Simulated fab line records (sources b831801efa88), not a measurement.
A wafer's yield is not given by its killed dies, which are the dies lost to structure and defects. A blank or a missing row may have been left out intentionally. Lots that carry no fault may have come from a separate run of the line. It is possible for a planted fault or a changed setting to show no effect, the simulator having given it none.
Comparing a struck lot with a sound one    flow sky130    16 out of 708 route steps
Sound: the wafers L661.1, L661.5, L661.6. Struck: wafer L670.6 (left out: L670.5, a lot-mate that was not struck); the cause follows at the end.
Order at every step that has rows: each side's tool, ch and its chambers, its first start. Under that, the readings that differ: sound wafers    struck wafers    difference of the means    sigmas: that difference in standard deviations of wafers without a fault.
alike: a reading whose means differ by less than 2 such deviations, as well as words and numbers matching on both sides. not compared: withheld readings; readings where some wafer has no value; bounds like >300 that might hide an equal value; numbers whose values overlap and for which the record gives no deviation.
The two part at a step that has a row with sigmas, a row that says differs or no value, or rows on one side only. Numbers that have no deviation but don't overlap get no sigmas and don't part them. A reading missing from all wafers of one side parts the sides only when that side holds two or more wafers.

first, 4 steps without rows for these wafers: SKY_RES_XHIGH_EXPOSE_04 (exposes mask URPM, target cd 1270 nm); SKY_RES_XHIGH_PEB_05; SKY_RES_XHIGH_DEVELOP_06 (develop time 60 s); SKY_RES_XHIGH_IMPLANT_07.
SKY_RES_XHIGH_STRIP_08: strips in O2/N2.
  sound on plasmaAsher-04 ch 0,1, day 29 12:53; struck on plasmaAsher-03 ch 1, day 33 17:18
  alike: drypumpMotorCurrentA, oesProductAu, stripTimeToEndpointS
  not compared: rfHoursCounterH
SKY_RES_XHIGH_TW_MEAS_09:
  sound on filmMetro-01, day 29 12:59; struck on filmMetro-02, day 33 17:22
  alike: RES_XHIGH_TW
then, 6 steps without rows for these wafers: SKY_SD_N_DEHYDRATE_00 (time 60 s); SKY_SD_N_HMDS_01 (prime time 60 s); SKY_SD_N_COAT_02 (resist thk 1140 nm); SKY_SD_N_SOFTBAKE_03 (time 60 s); SKY_SD_N_EXPOSE_04 (exposes mask NSDM, target cd 380 nm); SKY_SD_N_PEB_05.
SKY_SD_N_DEVELOP_06: develop time 60 s.
  sound on lithoTrack-04 ch 0, day 30 15:59; struck on lithoTrack-04 ch 0, day 34 19:59
SKY_SD_N_CD_MEAS_07 targets a cd of 380 nm.
  sound on cdSem-01, day 30 16:12; struck on cdSem-01, day 34 20:07
reading    sound              struck  difference  sigmas
cdNm (nm)  382.6 383.9 382.0  352.5   -30.3       -13
SKY_SD_N_OVL_MEAS_08:
  sound on overlay-02, day 30 16:19; struck on overlay-01, day 34 20:11
  alike: SD_N_OVL
-- a jump in the record: the struck wafers' starts before and after are 16 days apart (it breaks off in module SD_N and resumes in module PAD_OPEN, where the first step shown is number 708 of the route) --
SKY_PAD_OPEN_PROBE_99:
  sound on prober-01, day 47 20:05; struck on prober-02, day 50 14:02
reading        sound  struck  difference  sigmas
killedAtOther  0 0 0  2       +2          +4
  alike: killed_at_M0_to_M3, killed_at_M4_up, killedAtContacts, killedAtFrontEnd, killedDies, killedOnRim, killedOpen, killedShort

== WHERE THEY PART ==
First at SKY_SD_N_CD_MEAS_07; last, within this record, at SKY_PAD_OPEN_PROBE_99.

WHY: whatever the simulator had introduced
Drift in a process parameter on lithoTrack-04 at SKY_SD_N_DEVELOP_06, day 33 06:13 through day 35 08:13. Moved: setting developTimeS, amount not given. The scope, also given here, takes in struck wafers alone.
